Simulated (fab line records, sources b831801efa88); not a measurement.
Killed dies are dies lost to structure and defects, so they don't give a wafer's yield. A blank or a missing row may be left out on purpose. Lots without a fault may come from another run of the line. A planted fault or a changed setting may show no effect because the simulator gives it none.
Which tool did it? | flow gf180mcu | 14 lots, 42 wafers sampled, at 2 steps of a route of 602

WHAT THE GAUGES READ, wafer by wafer
GF_V5_THK_MEAS_01. Usual: V5_CVD_00_THK 299 nm, standard deviation 3.7.
lot  | measured     | on            | V5_CVD_00_THK (nm) | flag
L189 | day 26 17:18 | film_metro-04 | 300 305 299        |
L190 | day 26 20:15 | film_metro-01 | 299 299 301        |
L194 | day 28 10:51 | film_metro-04 | 300 303 304        |
L195 | day 28 14:44 | film_metro-01 | 299 301 300        |
L197 | day 29 06:23 | film_metro-01 | 298 301 298        |
L199 | day 29 13:56 | film_metro-04 | 296 295 300        |
L200 | day 29 14:27 | film_metro-01 | 299 300 300        |
L201 | day 30 09:53 | film_metro-01 | 295 292 294        |
L206 | day 31 14:13 | film_metro-04 | 299 302 300        |
L207 | day 31 19:37 | film_metro-03 | 303 297 302        |
L209 | day 32 11:36 | film_metro-01 | 299 300 302        |
L210 | day 32 13:20 | film_metro-03 | 298 302 302        |
L211 | day 32 16:04 | film_metro-03 | 306 299 300        |
L212 | day 33 03:19 | film_metro-03 | 298 297 301        |

GF_V5_BOW_MEAS_05. Usual: V5_BOW 133 um, standard deviation 9.5.
lot  | measured     | on            | V5_BOW (um) | flag
L189 | day 26 17:53 | film_metro-03 | 143 133 124 |
L190 | day 26 20:46 | film_metro-01 | 127 134 138 |
L194 | day 28 11:23 | film_metro-04 | 135 137 134 |
L195 | day 28 15:16 | film_metro-03 | 135 134 133 |
L197 | day 29 06:56 | film_metro-03 | 130 122 132 |
L199 | day 29 14:28 | film_metro-03 | 132 135 146 |
L200 | day 29 15:13 | film_metro-03 | 117 135 125 |
L201 | day 30 10:25 | film_metro-01 | 119 122 111 |
L206 | day 31 14:49 | film_metro-04 | 138 141 124 |
L207 | day 31 20:08 | film_metro-04 | 129 145 129 |
L209 | day 32 12:08 | film_metro-01 | 143 134 130 |
L210 | day 32 13:53 | film_metro-03 | 150 141 148 |
L211 | day 32 16:38 | film_metro-03 | 131 137 149 |
L212 | day 33 03:50 | film_metro-03 | 122 139 133 |

WHICH TOOL RAN EACH LOT (tool, then ch and the chambers of the sampled wafers, then the start)
The record holds no process step before these readings.

WHAT THE TOOLS THEMSELVES READ (means of the sampled wafers that have a number; where no wafer has one, the mark that the record gives instead)
The record holds no such reading with a usual standard deviation.

THE ANSWER, worked out from the rows above alone
Rule: a lot is off if the mean of its wafers that have a number lies more than 3 standard deviations from the usual mean. A lot without any number at a reading at which 4 lots or more have one is off too. The other lots that the step has rows for count as sound. The gauges are gone through in route order, then the tools' own readings, and for those a lot's mean is taken as printed above. The first step at which some lot is off is used, and at that step the reading that is off furthest; a lot without a number counts as furthest.
No lot is off at any reading shown: from this, nothing can be told.

WHAT THE SIMULATOR HAD PUT IN
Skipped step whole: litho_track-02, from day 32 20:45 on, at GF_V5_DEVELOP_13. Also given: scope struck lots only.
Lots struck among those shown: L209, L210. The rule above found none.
